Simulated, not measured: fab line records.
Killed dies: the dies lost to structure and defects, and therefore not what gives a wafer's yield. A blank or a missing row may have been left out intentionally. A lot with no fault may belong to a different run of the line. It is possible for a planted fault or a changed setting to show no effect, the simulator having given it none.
Which tool was responsible? / flow gf180mcu / 6 lots with 18 wafers sampled at 3 steps, on a route of 602 steps

## WHAT EACH GAUGE READ, for each wafer
GF_HV_LDD_THK_MEAS_55.
lot=L368; measured=day 14 22:36; on=filmMetro-04; HV_LDD_CVD_54_THK (nm)=19.52 19.42 19.39
lot=L370; measured=day 15 17:14; on=filmMetro-04; HV_LDD_CVD_54_THK (nm)=19.51 19.36 19.47
lot=L375; measured=day 17 04:13; on=filmMetro-04; HV_LDD_CVD_54_THK (nm)=10.15 10.08 10.17
lot=L379; measured=day 18 12:56; on=filmMetro-04; HV_LDD_CVD_54_THK (nm)=10.09 10.16 10.14
lot=L381; measured=day 19 06:28; on=filmMetro-03; HV_LDD_CVD_54_THK (nm)=9.92 10.13 10.10
lot=L383; measured=day 19 13:13; on=filmMetro-01; HV_LDD_CVD_54_THK (nm)=10.29 10.43 10.32

## WHICH TOOL RAN EACH LOT (tool, then ch and the chambers of the sampled wafers, then the start)
lot=L368; GF_HV_LDD_RTA_52=rtpAnneal-01 ch 0, day 14 21:05; GF_HV_LDD_CVD_54=lpcvd-02 ch 1, day 14 21:34
lot=L370; GF_HV_LDD_RTA_52=rtpAnneal-01 ch 0, day 15 16:02; GF_HV_LDD_CVD_54=lpcvd-02 ch 1, day 15 16:11
lot=L375; GF_HV_LDD_RTA_52=rtpAnneal-01 ch 0, day 17 03:01; GF_HV_LDD_CVD_54=lpcvd-01 ch 1, day 17 03:11
lot=L379; GF_HV_LDD_RTA_52=rtpAnneal-01 ch 0, day 18 11:44; GF_HV_LDD_CVD_54=lpcvd-01 ch 0, day 18 11:54
lot=L381; GF_HV_LDD_RTA_52=rtpAnneal-01 ch 0, day 19 05:15; GF_HV_LDD_CVD_54=lpcvd-01 ch 1, day 19 05:24
lot=L383; GF_HV_LDD_RTA_52=rtpAnneal-01 ch 0, day 19 12:01; GF_HV_LDD_CVD_54=lpcvd-02 ch 0, day 19 12:12
- GF_HV_LDD_RTA_52: time 10 s.
- GF_HV_LDD_CVD_54: deposits SiO2 from TEOS, target thk 10 nm, time 75 s.

## THE ANSWER, worked out from the rows above alone
Rule: the usual values come from the lots themselves. Put in order of their means at a reading, lots are off if they are a third of the lots or fewer, leave a main group of 4 or more, and stand apart from it by a gap of 3 or more times the standard deviation of the main group's means; of several such gaps the widest counts. If all means in a main group match to the digits the tables above print for the reading, that group is not used. Also off: a lot with no number at a reading for which 4 or more lots have one. Where the step has rows for the other lots, those lots are counted as sound.
Off: at GF_HV_LDD_THK_MEAS_55 (HV_LDD_CVD_54_THK), L368, L370. For the main group the mean is 10.16 nm and the standard deviation 0.11.
If a tool, at a process step before that reading, ran all the lots that are off and no sound lot after the first of them, it fits. The gauges at GF_HV_LDD_THK_MEAS_55 are tried like those tools. None of those tried fits.

## WHAT THE SIMULATOR HAD INSERTED
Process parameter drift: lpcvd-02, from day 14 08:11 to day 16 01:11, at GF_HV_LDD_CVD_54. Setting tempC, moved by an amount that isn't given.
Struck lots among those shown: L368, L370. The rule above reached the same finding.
